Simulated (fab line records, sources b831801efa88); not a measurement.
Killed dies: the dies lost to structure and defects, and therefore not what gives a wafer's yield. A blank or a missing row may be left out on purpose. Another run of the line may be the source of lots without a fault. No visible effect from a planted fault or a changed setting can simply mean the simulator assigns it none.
The same fault as seen by 2 desks / flow sky130 / each desk holds nothing but its own numbers, with what lay behind them at the end

THE METROLOGY DESK
Lot by lot, what the gauges showed, no matter which tool ran the lot: averages of those sampled wafers that carry a number. Marked OUT: a lot whose mean sits more than 4 standard deviations from the usual mean, which makes it out of limits; the brackets give that distance.
Columns: A = cd nm at SKY_METAL3_CD_MEAS_13, usual 299.6 nm; B = METAL3_OVL at SKY_METAL3_OVL_MEAS_14, usual 0 nm
lot=L123; first seen here=day 40 06:02; A=297.8; B=1
lot=L131; first seen here=day 42 11:09; A=298.7; B=4
lot=L132; first seen here=day 42 15:58; A=301.0; B=-2
lot=L135; first seen here=day 43 12:34; A=299.5; B=-3
lot=L140; first seen here=day 44 21:56; A=300.4; B=5
lot=L142; first seen here=day 45 15:56; A=299.3; B=1
This desk's finding: nothing out of limits on any of the 6 lots.

FOR THE TOOL OWNER'S DESK: rie metal-03
The tool's own readings at SKY_METAL3_ETCH_16 (etches BARC in N2/H2, stops on SiO2, time 88.2 s, target depth 60 nm): means of the sampled wafers that have a number, for each lot that ran on this tool. Marked OUT: a lot whose mean sits more than 4 standard deviations from the usual mean, which makes it out of limits; the brackets give that distance.
Columns: A = drypump motor current A at SKY_METAL3_ETCH_16, usual 5.70 A; B = oes product au at SKY_METAL3_ETCH_16, usual 0.625 a.u.; C = rf fwd power W at SKY_METAL3_ETCH_16, usual 496.8 W; D = throttle valve pct at SKY_METAL3_ETCH_16, usual 13.205 %
lot=L123; first seen here=day 40 06:11; A=5.76; B=0.628; C=496.7; D=13.206
lot=L131; first seen here=day 42 11:20; A=5.85; B=0.629; C=576.6 (+42) OUT; D=13.204
lot=L135; first seen here=day 43 12:46; A=5.76; B=0.623; C=578.8 (+43) OUT; D=13.214
This desk's finding: out of limits on L131, L135; first on L131, day 42 11:20 (rf fwd power W at SKY_METAL3_ETCH_16). In limits: L123.

ALL TOGETHER
The tool owner's desk had the chance to raise an alarm at day 42 11:20 on L131, L135.
From the metrology desk's view, nothing was out of limits.
The metrology desk holds a record of L131, L135, inside its limits.
Every lot named ran SKY_METAL3_ETCH_16 on rie metal-03.

WHAT HAD BEEN PUT IN BY THE SIMULATOR
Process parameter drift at SKY_METAL3_ETCH_16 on rie metal-03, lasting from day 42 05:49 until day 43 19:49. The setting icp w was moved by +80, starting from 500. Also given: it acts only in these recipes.
Shown lots that were struck: L131, L135.
How many hours passed from the start of the fault until each desk's first out-of-limits reading: the tool owner's desk, 6.
